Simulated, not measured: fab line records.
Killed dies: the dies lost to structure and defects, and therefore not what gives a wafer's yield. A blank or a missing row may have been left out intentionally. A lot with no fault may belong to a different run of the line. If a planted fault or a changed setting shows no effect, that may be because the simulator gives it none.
Matching of chambers    flow sky130    SKY_VIA4_CMP_02 on cmp-01 has 4 sister chambers
The step polishes SiO2. 8 wafers are shown with their chamber, then 7 later ones without.

== WAFERS PAIRED WITH THEIR CHAMBERS ==
wafer   chamber  motorCurrentA (A)  headPressurePsi (psi)
L602.4  0        11.4               4.001
L603.2  2        11.9               4.002
L603.5  3        12.4               3.994
L617.1  2        12.0               4.010
L617.2  1        12.4               3.994
L617.5  0        11.3               4.010
L618.1  3        12.9               4.010
L618.2  1        12.2               3.996

== WAFERS WITHOUT THEIR CHAMBER ==
wafer   motorCurrentA (A)  headPressurePsi (psi)
L618.5  13.2               4.008
L619.3  13.0               4.003
L619.4  10.7               4.006
L619.5  11.4               3.997
L620.2  10.5               3.987
L620.3  12.2               4.002
L620.4  13.1               3.997

== CHAMBER TAKEN BY EACH ==
wafer   from the rows above           in truth
L618.5  3                             3
L619.3  can't be placed: 3 or 1       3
L619.4  0                             0
L619.5  can't be placed: 0 or 2       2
L620.2  0                             0
L620.3  can't be placed: 1 or 2 or 3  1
L620.4  can't be placed: 3 or 1       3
Placed correctly: 3 of 7. Unplaceable from these rows: 4, with the true chamber sitting among the candidates in 4. 0 placed wrongly.
How it was worked out, from the rows above alone: a wafer's distance from a chamber is the root of the sum, over the readings, of the square of ((its reading less the chamber's mean) divided by the reading's scatter). If the next closest chamber is less than 2 further off than the closest, the wafer can't be placed; otherwise it belongs to the closest. Each chamber's mean is taken over the wafers shown for it. The scatter: the root of (the sum of the squares of (reading less its chamber's mean) over the shown wafers, divided by (wafers less chambers)).
